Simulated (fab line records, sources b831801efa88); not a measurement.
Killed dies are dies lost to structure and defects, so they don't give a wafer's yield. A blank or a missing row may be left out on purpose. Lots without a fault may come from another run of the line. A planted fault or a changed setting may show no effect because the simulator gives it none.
A struck lot beside a sound one | flow sfq_line | 14 steps out of a route of 325
Sound: wafers L679.1, L679.2, L679.3. Struck: wafers L697.1, L697.5, L697.6. The cause comes at the end.
At each step with rows: each side's tool, then ch and its chambers, then its first start. Under that, the readings that differ: sound wafers | struck wafers | difference of the means | sigmas: that difference in standard deviations of wafers without a fault.
alike: readings whose means differ by less than 2 such deviations, and words and numbers that are the same on both sides. not compared: withheld readings, readings that some wafer has no value for, bounds like >300 that may hide the same value, and numbers for which the record gives no deviation and whose values overlap.
The two part at a step that has a row with sigmas, a row that says differs or no value, or rows on one side only. Numbers that don't overlap but have no deviation are shown without sigmas and don't part them. A reading that every wafer of one side lacks parts them only if that side has two wafers or more.

SFQ_TRILAYER_I1_DEP_PECVD_045: deposits SiO2 from SiH4/N2O, time 111.11 s, target thk 500 nm.
  sound on pecvd-03 ch 0,1,2, day 26 23:26; struck on pecvd-04 ch 0,2, day 32 23:28
  reading              | sound       | struck      | difference | sigmas
  showerhead_vpp_V (V) | 801 785 795 | 838 851 890 | +66        | +2
  alike: heater_power_w, throttle_valve_pct
SFQ_TRILAYER_I1_CMP_CMP_046: polishes SiO2.
  sound on cmp-01 ch 1,2,3, day 27 08:33; struck on cmp-02 ch 1,2, day 33 04:19
  alike: motor_current_A, slurry_filter_dp_kPa, slurry_flow_ml_min, time_to_endpoint_s
SFQ_I1_BOW_MEAS_912:
  sound on film_metro-02, day 27 11:33; struck on film_metro-02, day 33 06:49
  alike: I1_BOW
SFQ_TRILAYER_I1_METRO_MEASURE_047:
  sound on film_metro-02, day 27 11:40; struck on film_metro-02, day 33 06:56
  alike: thk_nm
then, 6 steps without rows for these wafers: SFQ_TRILAYER_I1_VIA_LITHO_COAT_054 (resist thk 62 nm); SFQ_TRILAYER_I1_VIA_LITHO_COAT_049 (resist thk 650 nm); SFQ_TRILAYER_I1_VIA_LITHO_SOFTBAKE_053; SFQ_TRILAYER_I1_VIA_LITHO_EXPOSE_050 (exposes mask I1, target cd 500 nm); SFQ_TRILAYER_I1_VIA_LITHO_PEB_052 (peb time 60 s); SFQ_TRILAYER_I1_VIA_LITHO_DEVELOP_051 (time 60 s).
SFQ_I1_OVL_MEAS_913:
  sound on overlay-01, day 27 15:58; struck on overlay-02, day 33 10:23
  alike: I1_OVL
SFQ_TRILAYER_I1_VIA_BARC_OPEN_VIA_ETCH_071: etches BARC in O2, target depth 125 nm, time 41.7 s.
  sound on rie_diel-04 ch 1,2,3, day 27 16:00; struck on rie_diel-02 ch 0,3, day 33 10:25
  alike: chamber_pressure_mTorr, drypump_motor_current_A, oes_product_au, rf_fwd_power_W
  not compared: rf_hours_counter_h
SFQ_TRILAYER_I1_VIA_ETCH_VIA_ETCH_052: etches SiO2 in CHF3, stops on Nb, target depth 260 nm.
  sound on rie_diel-04 ch 1,2,3, day 27 16:02; struck on rie_diel-02 ch 0,3, day 33 10:27
  reading            | sound             | struck            | difference | sigmas
  rf_fwd_power_W (W) | 497.3 497.2 500.0 | 416.2 420.6 416.7 | -80.3      | -47
  alike: chamber_pressure_mTorr, drypump_motor_current_A, oes_product_au
SFQ_TRILAYER_I1_VIA_STRIP_STRIP_053: strips in O2.
  sound on rie_metal-01 ch 0,1, day 27 16:09; struck on rie_metal-01 ch 0,1, day 33 10:34
  alike: chamber_pressure_mTorr, drypump_motor_current_A, oes_product_au
  not compared: rf_hours_counter_h

WHERE THEY PART
First at SFQ_TRILAYER_I1_DEP_PECVD_045; last, within this record, at SFQ_TRILAYER_I1_VIA_ETCH_VIA_ETCH_052. Later steps at which nothing parts them and some readings are alike: SFQ_TRILAYER_I1_VIA_STRIP_STRIP_053.

WHY: what the simulator had put in
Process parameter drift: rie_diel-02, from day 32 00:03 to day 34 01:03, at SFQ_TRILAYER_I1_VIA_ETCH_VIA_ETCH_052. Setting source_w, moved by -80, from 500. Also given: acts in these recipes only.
